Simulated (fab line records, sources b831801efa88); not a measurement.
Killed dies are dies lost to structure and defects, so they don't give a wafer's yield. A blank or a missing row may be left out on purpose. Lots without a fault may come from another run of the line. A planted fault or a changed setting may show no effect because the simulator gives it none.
A struck lot beside a sound one | flow sky130 | 32 steps out of a route of 708
Sound: wafers L854.3, L854.5, L854.6. Struck: wafers L866.2, L866.5. (L866.4 of the same lot was not struck and is left out.) The cause comes at the end.
At each step with rows: each side's tool, then ch and its chambers, then its first start. Under that, the readings that differ: sound wafers | struck wafers | difference of the means | sigmas: that difference in standard deviations of wafers without a fault.
alike: readings whose means differ by less than 2 such deviations, and words and numbers that are the same on both sides. not compared: withheld readings, readings that some wafer has no value for, bounds like >300 that may hide the same value, and numbers for which the record gives no deviation and whose values overlap.
The two part at a step that has a row with sigmas, a row that says differs or no value, or rows on one side only. Numbers that don't overlap but have no deviation are shown without sigmas and don't part them. A reading that every wafer of one side lacks parts them only if that side has two wafers or more.

first, 1 step without rows for these wafers: SKY_CONTACT_ETCH_18 (etches Si3N4 in CHF3/O2, stops on TiN, time 39 s, target depth 75 nm).
SKY_CONTACT_STRIP_19: strips in O2/N2.
  sound on plasma_asher-04 ch 0,1, day 32 11:31; struck on plasma_asher-04 ch 0, day 36 10:33
  alike: drypump_motor_current_A, oes_product_au, strip_time_to_endpoint_s
  not compared: rf_hours_counter_h
then, 3 steps without rows for these wafers: SKY_CONTACT_STRIP_20 (strips in post etch residue remover, time 1200 s); SKY_CONTACT_CLEAN_21 (cleans in IPA, time 180 s); SKY_CONTACT_CLEAN_22 (cleans in O3/DIW).
SKY_CONTACT_SPUTTER_23: material TiN, target thk 20 nm, time 80 s.
  sound on pvd_sputter-01, day 32 12:05; struck on pvd_sputter-02, day 36 11:12
  alike: throttle_valve_pct
then, 1 step without rows for these wafers: SKY_CONTACT_CVD_24 (deposits W, target thk 340 nm, time 102.12 s).
SKY_CONTACT_RS_MEAS_25: measures by four-point-probe.
  sound on film_metro-04, day 32 12:18; struck on film_metro-01, day 36 11:23
  alike: CONTACT_W_RS
SKY_CONTACT_THK_MEAS_26: measures by xrf.
  sound on film_metro-04, day 32 12:24; struck on film_metro-01, day 36 11:30
  reading            | sound       | struck  | difference | sigmas
  CONTACT_W_THK (nm) | 362 351 361 | 341 340 | -18        | -3
then, 1 step without rows for these wafers: SKY_CONTACT_CMP_27 (polishes, stops on SiO2, t overpolish 15 s, target thk 0 nm).
SKY_METAL1_SPUTTER_00: material Ti, target thk 15 nm, time 10 s.
  sound on pvd_sputter-03, day 32 12:44; struck on pvd_sputter-03, day 36 11:51
  alike: throttle_valve_pct
then, 1 step without rows for these wafers: SKY_METAL1_SPUTTER_01 (material TiN, target thk 20 nm, time 16.7 s).
SKY_METAL1_SPUTTER_02: material AlCu, target thk 250 nm, time 13.3 s.
  sound on pvd_sputter-03, day 32 12:47; struck on pvd_sputter-03, day 36 11:54
  reading                                     | sound             | struck      | difference | sigmas
  model.AlCu_of_METAL1_SPUTTER_02.thk_nm (nm) | 253.9 251.7 253.1 | 199.9 199.6 | -53.2      |
  alike: throttle_valve_pct
SKY_METAL1_SPUTTER_03: material Ti, target thk 5 nm, time 3.3 s.
  sound on pvd_sputter-03, day 32 12:49; struck on pvd_sputter-03, day 36 11:56
  alike: throttle_valve_pct
then, 1 step without rows for these wafers: SKY_METAL1_SPUTTER_04 (material TiN, target thk 70 nm, time 58.3 s).
SKY_METAL1_RS_MEAS_05: measures by four-point-probe.
  sound on film_metro-03, day 32 12:55; struck on film_metro-04, day 36 12:01
  reading                 | sound                | struck        | difference | sigmas
  METAL1_ALCU_RS (ohm/sq) | 0.1247 0.1256 0.1251 | 0.1599 0.1600 | +0.0348    | +25
SKY_METAL1_THK_MEAS_06: measures by xrf.
  sound on film_metro-03, day 32 13:01; struck on film_metro-04, day 36 12:07
  reading              | sound             | struck      | difference | sigmas
  METAL1_ALCU_THK (nm) | 255.2 252.9 254.9 | 201.4 200.0 | -53.6      | -19
then, 8 steps without rows for these wafers: SKY_METAL1_DEHYDRATE_07 (time 60 s); SKY_METAL1_HMDS_08 (prime time 60 s); SKY_METAL1_COAT_09 (resist thk 60 nm); SKY_METAL1_COAT_10 (resist thk 450 nm); SKY_METAL1_SOFTBAKE_11 (time 90 s); SKY_METAL1_EXPOSE_12 (exposes mask MM1, target cd 140 nm); SKY_METAL1_PEB_13; SKY_METAL1_DEVELOP_14 (develop time 60 s).
SKY_METAL1_CD_MEAS_15: target cd 140 nm.
  sound on cd_sem-02, day 33 15:55; struck on cd_sem-01, day 37 14:46
  alike: cd_nm
SKY_METAL1_OVL_MEAS_16:
  sound on overlay-01, day 33 16:01; struck on overlay-02, day 37 14:52
  alike: METAL1_OVL
SKY_METAL1_DESCUM_17: chemistry O2, time 8 s.
  sound on rie_metal-03 ch 1, day 33 16:03; struck on rie_metal-04 ch 1, day 37 14:53
  reading                     | sound       | struck  | difference | sigmas
  drypump_motor_current_A (A) | 6.0 6.1 6.0 | 4.9 4.9 | -1.1       | -2
  alike: oes_product_au, temp_c
  not compared: rf_hours_counter_h
then, 1 step without rows for these wafers: SKY_METAL1_ETCH_18 (etches BARC in N2/H2, stops on SiO2, time 45.9 s, target depth 60 nm).
SKY_METAL1_METAL_ETCH_19: etches the open film in Cl2/BCl3, stops on SiO2, target depth 360 nm, time 78 s.
  sound on rie_metal-03 ch 1, day 33 16:17; struck on rie_metal-04 ch 1, day 37 14:59
  reading                     | sound             | struck      | difference | sigmas
  drypump_motor_current_A (A) | 6.1 6.1 6.1       | 4.9 4.9     | -1.2       | -2
  oes_product_au (a.u.)       | 0.865 0.861 0.852 | 0.818 0.816 | -0.042     | -8
  alike: bias_w, mfc_cl2_sccm, throttle_valve_pct
  not compared: rf_hours_counter_h
then, 1 step without rows for these wafers: SKY_METAL1_STRIP_20 (strips in O2/N2).
-- the record jumps here: 12 days lie between the struck wafers' starts before and after (it left off in module METAL1 and takes up again in module PAD_OPEN, whose first step shown is number 708 of the route) --
SKY_PAD_OPEN_PROBE_99:
  sound on prober-01, day 46 12:37; struck on prober-02, day 49 09:32
  reading                      | sound                | struck       | difference | sigmas
  model.etest.met1.line_ohm_um | 0.8708 0.8701 0.8806 | 1.18 1.173   | +0.30      |
  model.etest.met1.rs_ohm_sq   | 0.1266 0.1279 0.1264 | 0.1622 0.161 | +0.0346    |
  alike: defect_limited_yield, killed_at_M0_to_M3, killed_at_M4_up, killed_at_contacts, killed_at_front_end, killed_at_other, killed_dies, killed_open, killed_short, sort_bin_3_pad_short, sort_bin_5_function, sort_bin_6_memory, sort_n_pass, sort_yield_pct

WHERE THEY PART
First at SKY_CONTACT_THK_MEAS_26; last, within this record, at SKY_METAL1_METAL_ETCH_19. Later steps at which nothing parts them and some readings are alike: SKY_PAD_OPEN_PROBE_99.

WHY: what the simulator had put in
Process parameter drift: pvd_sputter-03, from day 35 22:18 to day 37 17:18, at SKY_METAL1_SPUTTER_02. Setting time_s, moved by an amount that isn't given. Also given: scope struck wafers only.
